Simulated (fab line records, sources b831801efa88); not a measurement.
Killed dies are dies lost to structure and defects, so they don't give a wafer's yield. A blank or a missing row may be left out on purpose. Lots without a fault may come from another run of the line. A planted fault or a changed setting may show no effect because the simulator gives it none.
One fault seen from 2 desks | flow sky130 | each desk has only its own numbers; what lay behind them comes last

THE METROLOGY DESK
What the gauges read, lot by lot, whatever tool the lot ran on: means of the sampled wafers that have a number. A lot is out of limits, marked OUT, if its mean lies more than 4 standard deviations from the usual mean; the brackets give that distance.
Columns: A = LDD_N_TW at SKY_LDD_N_TW_MEAS_17, usual 2602; B = SD_P_OVL at SKY_SD_P_OVL_MEAS_08, usual 0.1 nm; C = SD_N_TW at SKY_SD_N_TW_MEAS_12, usual 4026; D = SD_N_RS at SKY_SD_N_RS_MEAS_16, usual 68.56 ohm/sq
lot  | first seen here | A    | B    | C    | D
L439 | day 17 17:15    | 2623 | 0.2  | 3914 | 68.40
L441 | day 19 03:26    | 2574 | 0.4  | 3950 | 68.43
L443 | day 20 00:04    | 2599 | -0.9 | 4094 | 68.59
L447 | day 20 22:13    | 2607 | -0.4 | 4080 | 68.52
L448 | day 21 13:07    | 2595 | -0.2 | 4075 | 68.63
L450 | day 22 06:07    | 2656 | 0.7  | 3969 | 68.64
L453 | day 23 11:18    | 2558 | -0.9 | 3989 | 67.30 (-9.7) OUT
L454 | day 23 22:35    | 2646 | 0.9  | 3916 | 68.61
L455 | day 24 22:01    | 2570 | -0.3 | 4094 | 67.16 (-11) OUT
L457 | day 24 22:37    | 2632 | -1.1 | 3974 | 68.46
L460 | day 25 16:06    | 2646 | -0.3 | 3990 | 68.62
L461 | day 25 20:44    | 2593 | -1.3 | 4081 | 68.48
This desk's finding: out of limits on L453, L455; first on L453, day 33 02:07 (SD_N_RS at SKY_SD_N_RS_MEAS_16). In limits: L439, L441, L443, L447, L448, L450, L454, L457, L460, L461.

THE TOOL OWNER'S DESK: implanter-01
The tool's own readings at SKY_SD_N_IMPLANT_09: means of the sampled wafers that have a number, for each lot that ran on this tool. A lot is out of limits, marked OUT, if its mean lies more than 4 standard deviations from the usual mean; the brackets give that distance.
Columns: A = end_station_pressure_torr at SKY_SD_N_IMPLANT_09, usual 1.39e-05 Torr; B = faraday_current_uA at SKY_SD_N_IMPLANT_09, usual 12683
lot  | first seen here | A                  | B
L441 | day 29 06:01    | 1.25e-05           | 11280
L443 | day 29 22:23    | 1.23e-05           | 10859
L453 | day 33 01:26    | 5.75e-05 (+27) OUT | 9641
L455 | day 34 10:26    | 5.37e-05 (+25) OUT | 9679
This desk's finding: out of limits on L453, L455; first on L453, day 33 01:26 (end_station_pressure_torr at SKY_SD_N_IMPLANT_09). In limits: L441, L443.

PUT TOGETHER
The tool owner's desk could have raised an alarm at day 33 01:26, on L453, L455.
The metrology desk could have raised an alarm at day 33 02:07, on L453, L455.
Of the lots named, all ran SKY_SD_N_IMPLANT_09 on implanter-01.

WHAT THE SIMULATOR HAD PUT IN
Process parameter drift: implanter-01, from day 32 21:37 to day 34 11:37, at SKY_SD_N_IMPLANT_09. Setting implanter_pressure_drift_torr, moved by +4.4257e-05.
Process parameter drift: implanter-01, from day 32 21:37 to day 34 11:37, at SKY_SD_N_IMPLANT_09. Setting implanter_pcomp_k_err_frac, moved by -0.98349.
Lots struck among those shown: L453, L455.
Hours from the fault's start to each desk's first reading out of limits: the tool owner's desk, 4; the metrology desk, 4.
